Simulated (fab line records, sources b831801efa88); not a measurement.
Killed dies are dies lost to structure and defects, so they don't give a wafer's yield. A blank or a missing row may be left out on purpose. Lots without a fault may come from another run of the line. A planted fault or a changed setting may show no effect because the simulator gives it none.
fab line records | flow sky130
record lots=6 wafers=18 last_day=50
route steps=708 shown POLY_GATE@235 LDD_N@237 PAD_OPEN@708
lots that met no fault: from a run of the same line without faults
start_h: hours from the record's first day to the start of the lot's first wafer shown | wait_h: hours since the lot's step before | " the same as in the row above | L1.1+2: a row that stands for several wafers | - no value, or no start given | * or withheld: withheld | < > ~ a bound
route shown NAME@n: a module of which the file shows steps, and the number in the route of the first | usual: mean/standard deviation of fault-free wafers | same: alike in all rows | chamber/n: place in a boat | sites: the reading at each site | _std_site: their standard deviation | _edge_site: outer sites' mean less inner sites' | radius_mm: how far each site lies from the wafer's centre | mask NAME#n: copy n | behind: the tool/chamber that last shaped the wafer | hold: why the lot was held/for how many hours/how that ended | device: the transistor (n, p or np) that didn't switch | end of line: the same wafers' tests at the end of the route | a step without rows: its recipe alone | killed: dies lost to structure and defects at the first sort, not the wafer's yield | map: a wafer's dies, x killed, . not, _ none there
set.NAME: the setting as run; set.NAME@STEP: as run at that earlier step | model.NAME: the simulator's own value behind a step, which no gauge read
lots at some steps of the route; a table a step, a row a wafer
services: from which hour (start_h, from the record's first day; less than 0 if before it) a tool's chamber was out of use, for how many hours, and why
## steps
# step SKY_POLY_GATE_THK_MEAS_21
# recipe reads=SiO2_of_POLY_GATE_OXIDATION_20
# usual POLY_GATE_OXIDATION_THK=3.99/0.074
# columns lot.wafer tool chamber start_h wait_h POLY_GATE_OXIDATION_THK[nm]
L255.2 film_metro-03 - 377.40 0.0 3.93
L255.4 " - " " 4.08
L255.6 " - " " 4.02
L268.2 film_metro-03 - 497.30 0.0 3.94
L268.4 " - " " 3.96
L268.6 " - " " 3.91
L270.1 film_metro-02 - 503.94 0.0 4.03
L270.3 " - " " 4.02
L270.6 " - " " 4.03
L276.2 film_metro-01 - 553.79 0.0 4.01
L276.3 " - " " 4.00
L276.5 " - " " 4.02
L277.1 film_metro-03 - 560.91 0.0 4.01
L277.4 " - " " 4.01
L277.5 " - " " 3.97
L278.4 film_metro-03 - 563.96 0.0 4.11
L278.5 " - " " 4.05
L278.6 " - " " 4.00
# step SKY_POLY_GATE_CD_MEAS_22
# usual cd_nm=150.1/1.8
# columns lot.wafer tool chamber start_h wait_h cd_nm
L255.2 cd_sem-02 - 377.48 0.1 149.8
L255.4 " - " " 148.6
L255.6 " - " " 149.4
L268.2 cd_sem-02 - 497.38 0.1 152.7
L268.4 " - " " 148.7
L268.6 " - " " 152.1
L270.1 cd_sem-02 - 504.02 0.1 150.4
L270.3 " - " " 149.9
L270.6 " - " " 150.6
L276.2 cd_sem-01 - 553.87 0.1 149.6
L276.3 " - " " 150.6
L276.5 " - " " 147.7
L277.1 cd_sem-01 - 560.97 0.1 154.2
L277.4 " - " " 153.8
L277.5 " - " " 152.0
L278.4 cd_sem-01 - 564.08 0.1 146.0
L278.5 " - " " 147.4
L278.6 " - " " 146.7
# step SKY_LDD_N_DEHYDRATE_00
# recipe temp_c=200 time_s=60
# step SKY_LDD_N_HMDS_01
# recipe prime_time_s=60 prime_temp_c=120
# step SKY_LDD_N_COAT_02
# recipe resist=NOVOLAK spin_rpm=3000 resist_thk_nm=300
# step SKY_LDD_N_SOFTBAKE_03
# recipe temp_c=90 time_s=60 resist=NOVOLAK
# step SKY_LDD_N_EXPOSE_04
# recipe mask_id=NTM target_cd_nm=840 na=0.6 source_shape=conventional sigma_outer=0.6 dose_mj=110
# step SKY_LDD_N_PEB_05
# recipe temp_c=withheld time_s=* resist=NOVOLAK
# step SKY_LDD_N_DEVELOP_06
# recipe develop_time_s=60 dev_temp_c=23
# step SKY_LDD_N_OVL_MEAS_07
# usual LDD_N_OVL=-0.3/1.5
# columns lot.wafer tool chamber start_h wait_h LDD_N_OVL[nm]
L255.2 overlay-02 - 406.10 0.1 -0.1
L255.4 " - " " 0.8
L255.6 " - " " 1.5
L268.2 overlay-01 - 528.10 0.1 -1.4
L268.4 " - " " -1.9
L268.6 " - " " -4.3
L270.1 overlay-01 - 534.89 0.1 -0.3
L270.3 " - " " -0.9
L270.6 " - " " 1.4
L276.2 overlay-02 - 582.65 0.1 -1.1
L276.3 " - " " -0.2
L276.5 " - " " 0.1
L277.1 overlay-01 - 589.64 0.1 -4.3
L277.4 " - " " -0.3
L277.5 " - " " -0.3
L278.4 overlay-02 - 593.51 0.1 -2.6
L278.5 " - " " -0.1
L278.6 " - " " 0.6
# step SKY_LDD_N_IMPLANT_08
# recipe species=As energy_kev=20 dose_cm2=7.5e+13 tilt_deg=withheld rotation_deg=23
# step SKY_LDD_N_IMPLANT_09
# recipe species=As energy_kev=20 dose_cm2=7.5e+13 tilt_deg=withheld rotation_deg=113
# step SKY_LDD_N_IMPLANT_10
# recipe species=As energy_kev=20 dose_cm2=7.5e+13 tilt_deg=withheld rotation_deg=203
# usual dose_ions_cm2=7.499e+13/7.9e+10 faraday_current_uA=423/8.2 rotation_deg=203.01/0.037
# columns lot.wafer tool chamber start_h wait_h dose_ions_cm2 faraday_current_uA rotation_deg
L255.2 implanter-03 0 406.45 0.1 7.483e+13 425 202.97
L255.4 " 0 " " 7.495e+13 424 203.02
L255.6 " 0 " " 7.497e+13 428 203.03
L268.2 implanter-04 0 528.46 0.1 5.635e+13 316 203.03
L268.4 " 0 " " 5.631e+13 318 203.03
L268.6 " 0 " " 5.628e+13 317 202.97
L270.1 implanter-04 0 535.23 0.1 5.644e+13 313 202.95
L270.3 " 0 " " 5.637e+13 314 203.02
L270.6 " 0 " " 5.643e+13 316 203.00
L276.2 implanter-03 0 583.01 0.1 7.494e+13 411 203.06
L276.3 " 0 " " 7.5e+13 422 203.01
L276.5 " 0 " " 7.502e+13 431 203.07
L277.1 implanter-03 0 589.98 0.1 7.487e+13 417 202.89
L277.4 " 0 " " 7.483e+13 423 202.97
L277.5 " 0 " " 7.489e+13 414 202.97
L278.4 implanter-04 0 593.90 0.1 7.501e+13 438 203.05
L278.5 " 0 " " 7.491e+13 417 202.97
L278.6 " 0 " " 7.495e+13 412 202.98
# step SKY_LDD_N_IMPLANT_11
# recipe species=As energy_kev=20 dose_cm2=7.5e+13 tilt_deg=withheld rotation_deg=293
# step SKY_LDD_N_IMPLANT_12
# recipe species=BF2 energy_kev=50 dose_cm2=5e+12 tilt_deg=30 rotation_deg=0
# step SKY_LDD_N_IMPLANT_13
# recipe species=BF2 energy_kev=50 dose_cm2=5e+12 tilt_deg=30 rotation_deg=90
# step SKY_LDD_N_IMPLANT_14
# recipe species=BF2 energy_kev=50 dose_cm2=5.121e+12 tilt_deg=30 rotation_deg=180
# step SKY_LDD_N_IMPLANT_15
# recipe species=BF2 energy_kev=50 dose_cm2=5e+12 tilt_deg=30 rotation_deg=270
# step SKY_LDD_N_STRIP_16
# recipe chemistry=O2/N2 power_w=1400 pressure_mtorr=1500 platen_temp_c=withheld o2_flow_sccm=3000 n2_flow_sccm=300 overash_fraction=0.5
# usual drypump_motor_current_A=5.4/0.34 oes_product_au=0.406/0.0042 strip_time_to_endpoint_s=4.309/0.016
# columns lot.wafer tool chamber start_h wait_h drypump_motor_current_A oes_product_au rf_hours_counter_h strip_time_to_endpoint_s
L255.2 plasma_asher-04 0 407.33 0.1 5.6 0.411 59 4.323
L255.4 " 0 " " 5.6 0.412 - 4.326
L255.6 " 0 " " 5.6 0.408 - 4.305
L268.2 plasma_asher-01 0 529.33 0.1 5.5 0.410 41 4.261
L268.4 " 1 " " 5.5 0.411 - 4.247
L268.6 " 0 " " 5.5 0.406 - 4.270
L270.1 plasma_asher-01 1 536.13 0.1 5.5 0.402 42 4.262
L270.3 " 1 " " 5.5 0.413 - 4.264
L270.6 " 0 " " 5.4 0.409 - 4.232
L276.2 plasma_asher-01 0 583.88 0.1 5.5 0.408 45 4.318
L276.3 " 0 " " 5.4 0.402 - 4.314
L276.5 " 0 " " 5.4 0.408 - 4.317
L277.1 plasma_asher-01 0 590.88 0.1 5.5 0.408 46 4.307
L277.4 " 1 " " 5.5 0.409 - 4.301
L277.5 " 0 " " 5.5 0.416 - 4.318
L278.4 plasma_asher-02 1 594.76 0.1 4.7 0.407 - 4.312
L278.5 " 1 " " 4.7 0.403 - 4.326
L278.6 " 0 " " 5.9 0.410 - 4.326
# step SKY_LDD_N_TW_MEAS_17
# usual LDD_N_TW=2589/14
# columns lot.wafer tool chamber start_h wait_h LDD_N_TW
L255.2 film_metro-04 - 407.44 0.1 2581
L255.4 " - " " 2602
L255.6 " - " " 2587
L268.2 film_metro-04 - 529.44 0.1 2572
L268.4 " - " " 2583
L268.6 " - " " 2577
L270.1 film_metro-01 - 536.23 0.1 2587
L270.3 " - " " 2563
L270.6 " - " " 2559
L276.2 film_metro-01 - 583.99 0.1 2611
L276.3 " - " " 2601
L276.5 " - " " 2602
L277.1 film_metro-01 - 590.98 0.1 2577
L277.4 " - " " 2596
L277.5 " - " " 2596
L278.4 film_metro-02 - 594.96 0.2 2560
L278.5 " - " " 2573
L278.6 " - " " 2570
# step SKY_PAD_OPEN_PROBE_99
# usual killed_at_M0_to_M3=44/7.1 killed_at_M4_up=3.1/1.9 killed_at_contacts=25/5.8 killed_at_front_end=16/4.5 killed_at_other=0.3/0.52 killed_dies=88/9.1 killed_open=48/6.8 killed_short=39/5.8
# same gross_dies=492 killed_at_back_side=0
# columns lot.wafer tool chamber start_h wait_h killed_at_M0_to_M3 killed_at_M4_up killed_at_contacts killed_at_front_end killed_at_other killed_dies killed_open killed_short model.etest.tip_n.rs_ohm_sq
L255.2 prober-01 - 1077.46 0.1 40 2 24 12 0 78 47 30 442.7
L255.4 prober-01 - 1077.56 0.2 37 2 15 14 1 69 32 36 443.6
L255.6 prober-01 - 1077.66 0.2 38 0 23 9 1 71 43 28 441.1
L268.2 prober-01 - 1161.17 0.1 49 7 26 9 1 92 47 45 463.2
L268.4 prober-01 - 1161.27 0.2 55 1 20 15 0 91 44 47 462
L268.6 prober-01 - 1161.37 0.2 49 2 23 18 2 94 55 39 464.9
L270.1 prober-02 - 1165.35 0.1 33 3 23 25 0 84 47 37 461.8
L270.3 prober-02 - 1165.45 0.2 38 2 23 21 1 85 41 44 462.6
L270.6 prober-02 - 1165.60 0.2 39 0 21 21 0 81 49 32 463.3
L276.2 prober-02 - 1191.66 0.1 57 4 38 10 0 109 59 50 444.5
L276.3 prober-02 - 1191.71 0.2 47 4 28 15 0 94 51 42 443.1
L276.5 prober-02 - 1191.81 0.2 50 5 24 8 0 87 49 37 444.5
L277.1 prober-01 - 1196.02 0.1 45 2 25 21 0 93 42 51 443.4
L277.4 prober-01 - 1196.17 0.2 38 3 41 16 0 98 65 32 439.4
L277.5 prober-01 - 1196.22 0.2 50 3 30 19 0 102 51 51 439.3
L278.4 prober-02 - 1197.12 0.2 39 4 21 9 1 74 39 35 437.4
L278.5 prober-02 - 1197.17 0.2 40 8 21 17 2 88 38 48 439.3
L278.6 prober-02 - 1197.22 0.2 38 3 21 16 0 78 46 32 439.2
# killed by level:class
L255.2 CONTACT:geometric_particle:open=14 VIA1:geometric_particle:open=13 VIA1:geometric_particle:short=7 FIELD_ISO:geometric_particle:open=5 POLY_GATE:geometric_particle:short=5 METAL2:geometric_particle:short=5 VIA3:geometric_particle:open=5 LI_CONTACT:geometric_particle:short=3
L255.4 VIA3:geometric_particle:open=8 FIELD_ISO:geometric_particle:short=6 VIA2:geometric_particle:open=6 LI_CONTACT:geometric_particle:open=5 VIA1:geometric_particle:short=5 METAL2:geometric_particle:short=5 METAL1:geometric_particle:short=4 CONTACT:geometric_particle:open=4
L255.6 CONTACT:geometric_particle:open=11 VIA1:geometric_particle:open=9 METAL2:geometric_particle:short=5 VIA2:geometric_particle:open=5 FIELD_ISO:geometric_particle:short=4 METAL1:geometric_particle:open=4 METAL1:geometric_particle:short=4 VIA1:geometric_particle:short=4
L268.2 CONTACT:geometric_particle:open=11 VIA1:geometric_particle:open=8 VIA3:geometric_particle:open=8 VIA2:geometric_particle:open=6 METAL2:geometric_particle:short=5 VIA1:geometric_particle:short=5 VIA3:geometric_particle:short=5 LI_CONTACT:geometric_particle:short=5
L268.4 VIA1:geometric_particle:open=12 VIA2:geometric_particle:open=10 CONTACT:geometric_particle:open=8 FIELD_ISO:geometric_particle:short=6 CONTACT:geometric_particle:short=6 VIA1:geometric_particle:short=6 METAL2:geometric_particle:short=6 VIA2:geometric_particle:short=6
L268.6 VIA3:geometric_particle:open=12 LI_CONTACT:geometric_particle:open=10 VIA1:geometric_particle:open=8 VIA2:geometric_particle:open=7 METAL1:geometric_particle:short=6 CONTACT:geometric_particle:open=5 FIELD_ISO:geometric_particle:open=4 POLY_GATE:geometric_particle:short=4
L270.1 VIA1:geometric_particle:open=8 LI_CONTACT:geometric_particle:open=7 VIA2:geometric_particle:open=7 FIELD_ISO:geometric_particle:short=6 POLY_GATE:geometric_particle:short=6 CONTACT:geometric_particle:short=6 METAL2:geometric_particle:short=6 CONTACT:geometric_particle:open=5
L270.3 FIELD_ISO:geometric_particle:short=9 VIA1:geometric_particle:short=8 LI_CONTACT:geometric_particle:open=7 CONTACT:geometric_particle:open=7 VIA1:geometric_particle:open=6 VIA2:geometric_particle:open=5 METAL1:geometric_particle:short=5 FIELD_ISO:geometric_particle:open=4
L270.6 CONTACT:geometric_particle:open=10 VIA1:geometric_particle:open=10 METAL2:geometric_particle:short=9 LI_CONTACT:geometric_particle:open=7 VIA2:geometric_particle:open=6 VIA3:geometric_particle:open=6 FIELD_ISO:geometric_particle:open=5 POLY_GATE:geometric_particle:short=5
L276.2 VIA1:geometric_particle:open=15 CONTACT:geometric_particle:open=12 LI_CONTACT:geometric_particle:open=8 VIA1:geometric_particle:short=8 LOCAL_INTERCONNECT:geometric_particle:short=7 VIA3:geometric_particle:open=6 VIA3:geometric_particle:short=6 CONTACT:geometric_particle:short=6
L276.3 LI_CONTACT:geometric_particle:open=11 CONTACT:geometric_particle:open=9 METAL1:geometric_particle:short=8 VIA2:geometric_particle:open=7 METAL2:geometric_particle:short=6 VIA3:geometric_particle:open=6 CONTACT:geometric_particle:short=5 VIA1:geometric_particle:short=5
L276.5 VIA1:geometric_particle:open=11 LI_CONTACT:geometric_particle:open=9 VIA1:geometric_particle:short=9 VIA3:geometric_particle:open=8 VIA2:geometric_particle:open=6 CONTACT:geometric_particle:open=6 CONTACT:geometric_particle:short=5 METAL1:geometric_particle:short=5
L277.1 VIA1:geometric_particle:open=10 METAL1:geometric_particle:short=8 FIELD_ISO:geometric_particle:open=7 FIELD_ISO:geometric_particle:short=6 CONTACT:geometric_particle:open=6 LI_CONTACT:geometric_particle:open=5 LI_CONTACT:geometric_particle:short=5 LOCAL_INTERCONNECT:geometric_particle:short=5
L277.4 CONTACT:geometric_particle:open=17 VIA1:geometric_particle:open=12 LI_CONTACT:geometric_particle:open=11 CONTACT:geometric_particle:short=7 POLY_GATE:geometric_particle:open=6 LOCAL_INTERCONNECT:geometric_particle:short=5 METAL2:geometric_particle:short=5 VIA3:geometric_particle:open=5
L277.5 VIA1:geometric_particle:open=14 METAL2:geometric_particle:short=9 CONTACT:geometric_particle:open=8 FIELD_ISO:geometric_particle:short=6 LI_CONTACT:geometric_particle:short=6 LI_CONTACT:geometric_particle:open=6 LOCAL_INTERCONNECT:geometric_particle:short=6 VIA1:geometric_particle:short=5
L278.4 VIA1:geometric_particle:open=9 METAL1:geometric_particle:short=8 CONTACT:geometric_particle:open=8 LI_CONTACT:geometric_particle:open=6 METAL3:geometric_particle:short=4 VIA2:geometric_particle:short=4 VIA2:geometric_particle:open=4 POLY_CUT:geometric_particle:open=3
L278.5 CONTACT:geometric_particle:open=10 VIA2:geometric_particle:open=8 VIA1:geometric_particle:open=7 LOCAL_INTERCONNECT:geometric_particle:short=6 METAL2:geometric_particle:short=6 FIELD_ISO:geometric_particle:short=5 POLY_GATE:geometric_particle:open=5 METAL1:geometric_particle:short=5
L278.6 CONTACT:geometric_particle:open=9 VIA3:geometric_particle:open=9 VIA1:geometric_particle:open=8 FIELD_ISO:geometric_particle:open=5 METAL1:geometric_particle:short=5 POLY_GATE:geometric_particle:open=4 CONTACT:geometric_particle:short=4 LI_CONTACT:geometric_particle:open=3
## services
# columns tool chamber start_h hours kind
implanter-03 - 387.73 2.6 repair
implanter-04 - 396.82 3.8 pm
plasma_asher-02 - 442.47 2.1 repair
plasma_asher-02 - 452.42 1.6 repair
implanter-04 - 454.38 26.6 pm
implanter-03 - 459.30 2.3 repair
plasma_asher-04 - 471.13 0.5 repair
plasma_asher-01 - 487.77 3.3 repair
implanter-03 - 531.66 2.6 repair
plasma_asher-01 - 547.51 7.4 repair
implanter-04 - 564.33 1.2 repair
## key
first_sign step=SKY_LDD_N_IMPLANT_10 reading=dose_ions_cm2 direction=down sigmas=99+ usual=* struck=*
effect step=SKY_LDD_N_IMPLANT_10 reading=faraday_current_uA direction=down sigmas=13 usual=423 struck=316
effect step=SKY_LDD_N_STRIP_16 reading=strip_time_to_endpoint_s direction=down sigmas=3.3 usual=* struck=*
model_effect step=SKY_PAD_OPEN_PROBE_99 value=etest.tip_n.rs_ohm_sq without=444.3 struck=463
met_at SKY_LDD_N_IMPLANT_10
struck_wafers L268.2,L268.4,L268.6,L270.1,L270.3,L270.6
tester_left_out L268,L270
fault kind=process_parameter_drift tool=implanter-04 chamber=- onset_h=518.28 steps=SKY_LDD_N_IMPLANT_10 channel=dose_cm2 offset=* shape=step end_h=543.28 acts_in=* stated=*
# tester_left_out: of these lots the tester's yield and bins aren't shown, on N5 and GAA mostly nor the transistor test; their killed dies are dies lost to structure and defects alone, not to doping, threshold or leakage, so they don't give the yield
